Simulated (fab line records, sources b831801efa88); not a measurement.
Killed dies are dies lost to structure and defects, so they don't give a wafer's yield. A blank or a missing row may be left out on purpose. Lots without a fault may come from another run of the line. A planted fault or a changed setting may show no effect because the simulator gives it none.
One fault seen from 2 desks | flow gf180mcu | each desk has only its own numbers; what lay behind them comes last

THE METROLOGY DESK
What the gauges read, lot by lot, whatever tool the lot ran on: means of the sampled wafers that have a number. A lot is out of limits, marked OUT, if its mean lies more than 4 standard deviations from the usual mean; the brackets give that distance.
Columns: A = M4_OVL at GF_M4_OVL_MEAS_15, usual -1 nm
lot  | first seen here | A
L490 | day 23 11:17    | -0
L491 | day 23 19:38    | -4
L493 | day 24 12:20    | -2
L494 | day 24 19:56    | -3
L495 | day 25 04:58    | -1
L496 | day 25 16:11    | -4
L501 | day 27 10:49    | -1
L503 | day 27 19:14    | -3
L504 | day 28 03:38    | -10
L507 | day 28 23:44    | -4
L508 | day 29 04:08    | 8
L510 | day 29 19:32    | 2
L511 | day 29 21:14    | -2
L512 | day 30 06:17    | -3
This desk's finding: nothing out of limits on any of the 14 lots.

THE TOOL OWNER'S DESK: rie_diel-03
The tool's own readings at GF_V4_ETCH_17 (etches SiO2 in C4F8/O2/Ar, stops on TiN, target depth 630 nm): means of the sampled wafers that have a number, for each lot that ran on this tool. A lot is out of limits, marked OUT, if its mean lies more than 4 standard deviations from the usual mean; the brackets give that distance.
Columns: A = bias_w at GF_V4_ETCH_17, usual 1200 W; B = chamber_pressure_mTorr at GF_V4_ETCH_17, usual 40.00 mTorr; C = oes_product_au at GF_V4_ETCH_17, usual 0.867 a.u.
lot  | first seen here | A               | B     | C
L490 | day 24 10:00    | 1198            | 40.00 | 0.867
L501 | day 28 08:00    | 1157 (-11) OUT  | 39.98 | 0.864
L503 | day 28 16:00    | 1161 (-9.8) OUT | 40.00 | 0.868
L504 | day 29 00:00    | 1164 (-8.9) OUT | 39.99 | 0.867
This desk's finding: out of limits on L501, L503, L504; first on L501, day 28 08:00 (bias_w at GF_V4_ETCH_17). In limits: L490.

PUT TOGETHER
The tool owner's desk could have raised an alarm at day 28 08:00, on L501, L503, L504.
The metrology desk saw nothing out of limits.
The metrology desk has L501, L503, L504 on record, within its limits.
Of the lots named, all ran GF_V4_ETCH_17 on rie_diel-03.

WHAT THE SIMULATOR HAD PUT IN
Process parameter drift: rie_diel-03, from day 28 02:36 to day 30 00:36, at GF_V4_ETCH_17. Setting bias_w, moved by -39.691, from 1200. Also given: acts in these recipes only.
Lots struck among those shown: L501, L503, L504.
Hours from the fault's start to each desk's first reading out of limits: the tool owner's desk, 5.
